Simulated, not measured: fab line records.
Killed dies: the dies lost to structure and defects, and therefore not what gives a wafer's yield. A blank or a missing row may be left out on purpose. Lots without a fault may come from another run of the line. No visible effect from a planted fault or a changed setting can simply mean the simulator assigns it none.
Chamber matching + flow gf180mcu + GF_V4_CMP_04 on cmp-02 has 4 sister chambers
The step polishes SiO2. 14 wafers are shown with their chamber, then 7 later ones without.

## WAFERS PAIRED WITH THEIR CHAMBERS
| wafer  | chamber | motor_current_A (A) | time_to_endpoint_s (s) | head_pressure_psi (psi) |
|--------|---------|---------------------|------------------------|-------------------------|
| L480.2 | 2       | 13.3                | 85                     | 3.988                   |
| L480.4 | 3       | 11.8                | 86                     | 4.006                   |
| L480.6 | 0       | 10.8                | 90                     | 4.000                   |
| L485.4 | 2       | 12.3                | 87                     | 3.993                   |
| L485.5 | 3       | 11.9                | 83                     | 3.995                   |
| L485.6 | 2       | 13.0                | 83                     | 3.999                   |
| L493.2 | 1       | 12.7                | 82                     | 4.010                   |
| L493.5 | 3       | 11.7                | 81                     | 3.991                   |
| L493.6 | 2       | 12.5                | 92                     | 3.984                   |
| L496.4 | 1       | 12.7                | 88                     | 3.994                   |
| L496.5 | 3       | 12.2                | 95                     | 4.006                   |
| L496.6 | 0       | 10.4                | 87                     | 4.008                   |
| L497.1 | 0       | 10.5                | 91                     | 3.993                   |
| L497.3 | 1       | 12.8                | 80                     | 3.994                   |

SIGNATURES, as means of the wafers listed above
| reading            | chamber 0 | chamber 1 | chamber 2 | chamber 3 | scatter within a chamber |
|--------------------|-----------|-----------|-----------|-----------|--------------------------|
| motor_current_A    | 10.567    | 12.733    | 12.775    | 11.900    | 0.293                    |
| time_to_endpoint_s | 89.33     | 83.33     | 86.75     | 86.25     | 4.5                      |
| head_pressure_psi  | 4.00033   | 3.99933   | 3.99100   | 3.99950   | 0.00766                  |
Rule: distance of a wafer from a chamber = root of the sum over the readings of ((wafer's reading minus chamber's mean) / reading's scatter) squared. The wafer belongs to the nearest chamber; if the next one is less than 2 further off, it can't be placed. The scatter: take each reading less its chamber's mean, square it, sum over the shown wafers, divide by the number of wafers less the number of chambers, and take the root.

## WAFERS MISSING THEIR CHAMBER
| wafer  | motor_current_A (A) | time_to_endpoint_s (s) | head_pressure_psi (psi) |
|--------|---------------------|------------------------|-------------------------|
| L497.4 | 12.4                | 88                     | 4.000                   |
| L500.1 | 12.3                | 81                     | 3.995                   |
| L500.2 | 12.3                | 87                     | 3.986                   |
| L500.3 | 10.2                | 86                     | 3.985                   |
| L501.1 | 10.8                | 86                     | 4.005                   |
| L501.2 | 13.0                | 88                     | 3.999                   |
| L501.5 | 13.6                | 95                     | 4.004                   |

## THE CHAMBER EACH PASSED THROUGH
| wafer  | from the rows above          | in truth |
|--------|------------------------------|----------|
| L497.4 | can't be placed: 1 or 3 or 2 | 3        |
| L500.1 | can't be placed: 1 or 3 or 2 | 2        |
| L500.2 | can't be placed: 2 or 3 or 1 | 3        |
| L500.3 | 0                            | 0        |
| L501.1 | 0                            | 0        |
| L501.2 | can't be placed: 2 or 1      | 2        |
| L501.5 | can't be placed: 2 or 1      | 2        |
Correct placement for 2 of the 7. Unplaceable from these rows: 5, with the true chamber sitting among the candidates in 5. Placed wrongly: 0.
